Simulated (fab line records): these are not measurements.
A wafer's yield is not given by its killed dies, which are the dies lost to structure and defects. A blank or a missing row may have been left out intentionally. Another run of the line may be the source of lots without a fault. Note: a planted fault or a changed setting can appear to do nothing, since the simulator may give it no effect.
Which of the tools did it?	flow gf180mcu	13 lots with 39 wafers sampled at 4 steps, on a route of 602 steps

## WHAT THE GAUGES SHOWED, per wafer
GF_V3_BOW_MEAS_05.
lot	measured	on	V3_BOW (um)
L173	day 21 06:35	filmMetro-03	123 130 121
L175	day 22 03:50	filmMetro-04	115 114 119
L176	day 22 17:51	filmMetro-04	104 123 124
L177	day 23 01:28	filmMetro-03	109 102 96
L178	day 23 07:17	filmMetro-03	115 114 111
L179	day 23 15:12	filmMetro-03	118 100 98
L180	day 24 01:37	filmMetro-04	124 122 109
L181	day 24 09:49	filmMetro-04	111 109 110
L182	day 24 16:15	filmMetro-04	119 120 108
L183	day 25 03:23	filmMetro-04	121 132 117
L184	day 25 12:39	filmMetro-03	114 106 120
L187	day 26 08:39	filmMetro-01	142 112 125
L188	day 26 16:07	filmMetro-04	125 114 105

GF_V3_RS_MEAS_24: uses a four-point probe to measure.
lot	measured	on	V3_W_RS (ohm/sq)
L173	day 22 07:52	filmMetro-03	0.319 0.323 0.323
L175	day 23 03:44	filmMetro-03	0.325 0.330 0.326
L176	day 23 17:58	filmMetro-03	0.327 0.332 0.330
L177	day 24 01:11	filmMetro-01	0.333 0.329 0.331
L178	day 24 06:14	filmMetro-01	0.331 0.334 0.337
L179	day 24 14:46	filmMetro-04	0.327 0.325 0.327
L180	day 25 00:47	filmMetro-03	0.332 0.330 0.331
L181	day 25 09:01	filmMetro-03	0.333 0.328 0.335
L182	day 25 14:39	filmMetro-03	0.334 0.333 0.334
L183	day 26 01:58	filmMetro-04	0.333 0.331 0.326
L184	day 26 11:05	filmMetro-03	0.332 0.328 0.337
L187	day 27 06:05	filmMetro-03	0.326 0.323 0.325
L188	day 27 13:20	filmMetro-03	0.321 0.323 0.321

GF_M4_THK_MEAS_06: measures by xrf.
lot	measured	on	M4_ALCU_THK (nm)
L173	day 22 08:41	filmMetro-03	461 472 465
L175	day 23 04:34	filmMetro-03	465 470 467
L176	day 23 18:47	filmMetro-03	460 461 461
L177	day 24 01:59	filmMetro-02	460 464 463
L178	day 24 07:03	filmMetro-04	467 464 468
L179	day 24 15:35	filmMetro-03	463 465 469
L180	day 25 01:36	filmMetro-04	467 472 466
L181	day 25 09:50	filmMetro-04	458 456 467
L182	day 25 15:28	filmMetro-03	461 468 464
L183	day 26 02:47	filmMetro-02	451 451 452
L184	day 26 12:12	filmMetro-03	466 472 468
L187	day 27 06:54	filmMetro-03	468 470 474
L188	day 27 14:09	filmMetro-04	462 459 470

## EACH LOT AND THE TOOL THAT RAN IT (in order: tool; ch and the chambers of the sampled wafers; start)
lot	GF_M2_STRIP_17
L173	plasmaAsher-01 ch 0,1, day 19 02:08
L175	plasmaAsher-01 ch 0,1, day 19 23:17
L176	plasmaAsher-01 ch 0,1, day 20 13:38
L177	plasmaAsher-02 ch 0,1, day 20 22:13
L178	plasmaAsher-02 ch 1, day 21 03:35
L179	plasmaAsher-02 ch 0,1, day 21 13:02
L180	plasmaAsher-02 ch 0,1, day 21 22:53
L181	plasmaAsher-01 ch 0,1, day 22 08:24
L182	plasmaAsher-04 ch 0,1, day 22 15:37
L183	plasmaAsher-01 ch 0,1, day 23 01:49
L184	plasmaAsher-04 ch 0,1, day 23 12:34
L187	plasmaAsher-04 ch 0,1, day 24 09:02
L188	plasmaAsher-04 ch 0,1, day 24 17:29
- GF_M2_STRIP_17: strips in O2/N2.

## AS READ BY THE TOOLS THEMSELVES (means over the sampled wafers that have a number; for cases with no such wafer, the mark the record gives instead)
GF_M2_STRIP_17.
lot	tool	drypumpMotorCurrentA (A)	heaterPowerW (W)	oesProductAu (a.u.)	stripTimeToEndpointS (s)
L173	plasmaAsher-01	6.33	331	0.540	7.43
L175	plasmaAsher-01	6.05	348	0.535	7.39
L176	plasmaAsher-01	6.07	339	0.536	7.37
L177	plasmaAsher-02	6.05	364	0.538	7.41
L178	plasmaAsher-02	6.11	376	0.535	7.34
L179	plasmaAsher-02	6.04	365	0.534	7.36
L180	plasmaAsher-02	6.04	368	0.537	7.38
L181	plasmaAsher-01	6.06	342	0.533	7.34
L182	plasmaAsher-04	5.91	363	0.535	7.33
L183	plasmaAsher-01	6.06	345	0.533	7.37
L184	plasmaAsher-04	5.92	380	0.536	7.36
L187	plasmaAsher-04	5.89	362	0.535	7.34
L188	plasmaAsher-04	5.91	362	0.537	7.33

## THE ANSWER, worked out from the rows above alone
Rule: the usual values come from the lots themselves. Put in order of their means at a reading, lots are off if they are a third of the lots or fewer, leave a main group of 4 or more, and stand apart from it by a gap of 3 or more times the standard deviation of the main group's means; of several such gaps the widest counts. A main group whose means are all the same, to the digits that the tables above print for the reading, isn't used. A lot without any number at a reading at which 4 lots or more have one is off too. The other lots that the step has rows for count as sound. After the gauges, taken in route order, come the tools' own readings; for these a lot's mean is taken, as printed above. The first step at which some lot is off is used, and at that step the reading that is off furthest; a lot without a number counts as furthest.
No lot is off on any of the readings shown, so nothing can be concluded from this.

## WHAT THE SIMULATOR HAD PUT IN
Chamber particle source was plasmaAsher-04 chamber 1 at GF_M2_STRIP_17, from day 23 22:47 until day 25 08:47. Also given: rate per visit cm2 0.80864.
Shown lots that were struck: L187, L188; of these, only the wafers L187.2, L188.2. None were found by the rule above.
